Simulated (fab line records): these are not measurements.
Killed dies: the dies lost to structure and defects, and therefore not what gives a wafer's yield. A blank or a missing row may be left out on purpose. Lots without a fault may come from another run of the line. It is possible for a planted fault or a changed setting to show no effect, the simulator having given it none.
The same fault as seen by 2 desks :: flow sky130 :: what lay behind the numbers comes last; until then each desk has only its own

## METROLOGY DESK
What the gauges read for every lot (on any tool): the sampled wafers with a number, averaged. If a lot's mean is further than 4 standard deviations from the usual mean, the lot is out of limits and carries the mark OUT (the distance appears in the brackets).
Columns: A = VIA4_W_THK at SKY_VIA4_THK_MEAS_20, usual 520 nm
lot: L187
first seen here: day 43 01:47
A: 519

lot: L188
first seen here: day 43 08:57
A: 518

lot: L189
first seen here: day 43 13:35
A: 524

lot: L190
first seen here: day 44 02:47
A: 515

lot: L194
first seen here: day 45 02:35
A: 520

lot: L196
first seen here: day 45 07:55
A: 517

lot: L197
first seen here: day 45 21:27
A: 509

lot: L198
first seen here: day 45 23:23
A: 533

lot: L199
first seen here: day 46 10:28
A: 521

lot: L204
first seen here: day 47 13:26
A: 519

lot: L205
first seen here: day 48 00:29
A: 517

lot: L209
first seen here: day 49 01:55
A: 524
Result from this desk: across the 12 lots, nothing is out of limits.

## THE TOOL OWNER'S DESK: pvd-sputter-03
The tool's own readings at SKY_METAL1_SPUTTER_03 (material Ti, target thk 5 nm, time 3.3 s): means of the sampled wafers that have a number, for each lot that ran on this tool. If a lot's mean is further than 4 standard deviations from the usual mean, the lot is out of limits and carries the mark OUT (the distance appears in the brackets).
Columns: A = throttle-valve-pct at SKY_METAL1_SPUTTER_03, usual 29.8 %
lot: L187
first seen here: day 31 21:32
A: 29.7

lot: L189
first seen here: day 32 12:49
A: 29.7

lot: L190
first seen here: day 33 00:08
A: 29.8

lot: L194
first seen here: day 34 06:23
A: 29.6

lot: L196
first seen here: day 34 14:34
A: 29.7

lot: L197
first seen here: day 35 08:43
A: 29.1

lot: L204
first seen here: day 37 07:35
A: 30.0

lot: L205
first seen here: day 37 20:38
A: 29.4
Result from this desk: across the 8 lots, nothing is out of limits.

## BROUGHT TOGETHER
At the metrology desk, nothing out of limits was observed.
Nothing out of limits was seen by the tool owner's desk.

## WHAT THE SIMULATOR HAD PUT IN
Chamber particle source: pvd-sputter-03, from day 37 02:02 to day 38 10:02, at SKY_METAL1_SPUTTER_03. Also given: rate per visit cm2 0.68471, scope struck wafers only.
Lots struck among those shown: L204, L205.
